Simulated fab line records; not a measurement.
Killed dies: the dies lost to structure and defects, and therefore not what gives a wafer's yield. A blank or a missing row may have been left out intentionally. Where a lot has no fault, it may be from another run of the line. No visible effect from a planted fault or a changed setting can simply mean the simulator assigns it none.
Problem report, 8D (eight disciplines) form, completed by code -- flow gf180mcu -- the parts of the form that need people (team, actions taken, sign-off) are left out

## 1. THE PROBLEM
V3_CVD_00_THK at GF_V3_THK_MEAS_01 reads a mean of 506 nm on 2 wafers of 1 lot; wafers without a fault read 603 nm with a standard deviation of 6.9. Measured from the usual mean, that is -14 standard deviations.
Seen first at day 28 03:40 on film metro-02, wafer L995.1. The record holds 38 wafers of 13 lots with a number at this step. Rule for "out" (also "out of limits"): further than 4 standard deviations from the usual mean. All remaining wafers that have a number are taken as sound.

## 2. WHAT IT IS; WHAT IT IS NOT
question,is,is not
which readings at this step,V3_CVD_00_THK,-
which lots,L995,"L976, L977, L978, L979, L985, L986, L987, L988, L989, L990, L997, L998"
which wafers of those lots,all that have a number,-
read on which gauges,film metro-02,"film metro-03, film metro-04"
when,from day 28 03:40,"up to then (30 sound wafers); but 6 sound wafers of L997, L998 came after"

## 3. THE SUSPECTS, EACH WITH WHAT RULES IT OUT
Counting: any tool at a process step up to the reading is kept as a suspect provided that every lot that is out went through it and no sound lot did after the first of them.
- the gauge at GF_V3_THK_MEAS_01 has been ruled out. All the wafers that are out were read on film metro-02, but those of them that GF_V3_CVD_00 has rows for are out there too, on other tools.
- pvd sputter-02 at GF_M3_SPUTTER_03 (material Ti, target thk 10 nm, time 6.7 s): ruled out as a lasting fault. After its first lot that is out, L995 (day 27 06:48), sound lots L997, L998 ran on it.
- hdpcvd-01 at GF_V3_CVD_00 (deposits SiO2, target thk 600 nm, time 100 s): kept. It ran the lot that is out, L995 (day 28 03:35), and no sound lot after that; its last sound lot up to then is L990 (day 26 13:02). Out on those wafers are its own readings of sih4 flow sccm.
The count leaves hdpcvd-01 at GF_V3_CVD_00.

## 4. THE CAUSE (what the simulator had put in)
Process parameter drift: hdpcvd-01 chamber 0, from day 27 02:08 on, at GF_V3_CVD_00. Setting sih4 flow sccm, moved by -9, from 60. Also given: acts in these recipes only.
The count eliminated every tool but this one.

## 5. THE CHAIN OF EFFECTS, in route order
One row per reading whose mean, taken over the struck wafers that have a number, lies over 3 standard deviations from the usual. Scope: only readings with a usual standard deviation given in the record; hours: median across lots of the time from each lot's start at the first step in this table that gives one to its start at this step; sigmas: change in usual standard deviations.
hours,step,reading,usual,on struck wafers,change,sigmas
0,GF_V3_CVD_00,sih4 flow sccm,60.01 sccm,51.11,-8.90,-52
0,GF_V3_THK_MEAS_01,V3_CVD_00_THK,603 nm,506,-96,-14
The process steps in it:
- GF_V3_CVD_00: deposits SiO2, target thk 600 nm, time 100 s.

## 6. HOW IT WOULD HAVE BEEN CAUGHT EARLIER
26 hours passed between the start of the fault at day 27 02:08 and the first reading out of limits at a measuring or inspecting step in this record, taken at day 28 03:40.
Tool's own readings at GF_V3_CVD_00, sih4 flow sccm: out on all struck wafers the step has rows for; an alarm limit on them would have tripped on the first.
By day 28 03:40 the whole set of lots that are out, 1 in number, had already begun GF_V3_CVD_00 on hdpcvd-01. Tool hold at that time: it would have spared none of them.
